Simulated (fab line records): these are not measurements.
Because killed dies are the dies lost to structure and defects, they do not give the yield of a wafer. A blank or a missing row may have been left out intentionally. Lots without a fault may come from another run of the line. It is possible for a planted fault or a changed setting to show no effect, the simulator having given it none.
Struck lot and sound lot, side by side    flow sky130    18 out of 708 route steps
Sound: the wafers L303.1, L303.2, L303.4. Struck: wafer L320.5 (left out: L320.4, a lot-mate that was not struck); the cause follows at the end.
For every step that has rows: the tool of each side, followed by ch and its chambers, followed by its first start. Under that, the readings that differ: sound wafers    struck wafers    difference of the means    sigmas: that difference in standard deviations of wafers without a fault.
alike: readings whose means differ by less than 2 such deviations, and words and numbers that are the same on both sides. not compared: withheld readings, readings that some wafer has no value for, bounds like >300 that may hide the same value, and numbers for which the record gives no deviation and whose values overlap.
The two part at a step that has a row with sigmas, a row that says differs or no value, or rows on one side only. Numbers that don't overlap but have no deviation are shown without sigmas and don't part them. A reading that every wafer of one side lacks parts them only if that side has two wafers or more.

first, 5 steps without rows for these wafers: SKY_VIA4_COAT_06 (resist thk 1140 nm); SKY_VIA4_SOFTBAKE_07 (time 60 s); SKY_VIA4_EXPOSE_08 (exposes mask VIM4, target cd 800 nm); SKY_VIA4_PEB_09; SKY_VIA4_DEVELOP_10 (develop time 60 s).
SKY_VIA4_OVL_MEAS_11:
  sound on overlay-01, day 43 15:20; struck on overlay-01, day 48 09:45
  alike: VIA4_OVL
SKY_VIA4_ETCH_12: etches SiO2 in C4F8/O2/Ar, stops on TiN, target depth 580 nm.
  sound on rie_diel-03 ch 0,2,3, day 43 15:23; struck on rie_diel-02 ch 3, day 48 09:48
  alike: oes_product_au
SKY_VIA4_STRIP_13: strips in O2/N2.
  sound on plasma_asher-04 ch 0,1, day 43 15:27; struck on plasma_asher-03 ch 0, day 48 09:52
reading              sound              struck  difference  sigmas
n2_flow_sccm (sccm)  300.7 302.0 301.3  299.1   -2.2        -2
  alike: drypump_motor_current_A, oes_product_au, strip_time_to_endpoint_s
  not compared: rf_hours_counter_h
then, 3 steps without rows for these wafers: SKY_VIA4_STRIP_14 (strips in post etch residue remover, time 1200 s); SKY_VIA4_CLEAN_15 (cleans in IPA, time 180 s); SKY_VIA4_CLEAN_16 (cleans in O3/DIW).
SKY_VIA4_SPUTTER_17: material TiN, target thk 20 nm, time 80 s.
  sound on pvd_sputter-03, day 43 16:02; struck on pvd_sputter-01, day 48 10:28
  alike: throttle_valve_pct
SKY_VIA4_CVD_18: deposits W, target thk 505 nm, time 152.14 s.
  sound on cvd_w-02 ch 0,1, day 43 16:06; struck on cvd_w-02 ch 0, day 48 10:35
reading                             sound            struck  difference  sigmas
model.W_of_VIA4_CVD_18.thk_nm (nm)  518.7 511 508.1  703.5   +190.9      
  alike: heater_power_w
SKY_VIA4_RS_MEAS_19: a four-point-probe measurement.
  sound on film_metro-03, day 43 16:15; struck on film_metro-03, day 48 11:01
reading             sound              struck  difference  sigmas
VIA4_W_RS (ohm/sq)  0.221 0.224 0.225  0.162   -0.061      -20
  not compared: hold
SKY_VIA4_THK_MEAS_20: measures by xrf.
  sound on film_metro-03, day 43 16:22; struck on film_metro-03, day 48 22:10
reading          sound        struck  difference  sigmas
VIA4_W_THK (nm)  533 526 519  729     +203        +21
  not compared: hold
SKY_VIA4_CMP_21: polishes, stops on SiO2, t overpolish 25 s, target thk 0 nm.
  sound on cmp-02 ch 1,2,3, day 43 16:43; struck on cmp-02 ch 3, day 49 04:48
reading                 sound        struck                    difference                    sigmas
hold                    - - -        await_dispo/6.3h/release  no value on the sound wafers  
time_to_endpoint_s (s)  120 121 116  175                       +56                           +14
  alike: motor_current_A
SKY_METAL5_SPUTTER_00: material Ti, target thk 15 nm, time 10 s.
  sound on pvd_sputter-02, day 43 17:01; struck on pvd_sputter-03, day 49 05:03
  alike: throttle_valve_pct
SKY_PAD_OPEN_PROBE_99:
  only the struck wafers here have rows in the record (prober-02, day 50 17:30); the sound ones have none

WHERE THEY PART
First at SKY_VIA4_STRIP_13; last, within this record, at SKY_PAD_OPEN_PROBE_99.

WHY: whatever the simulator had introduced
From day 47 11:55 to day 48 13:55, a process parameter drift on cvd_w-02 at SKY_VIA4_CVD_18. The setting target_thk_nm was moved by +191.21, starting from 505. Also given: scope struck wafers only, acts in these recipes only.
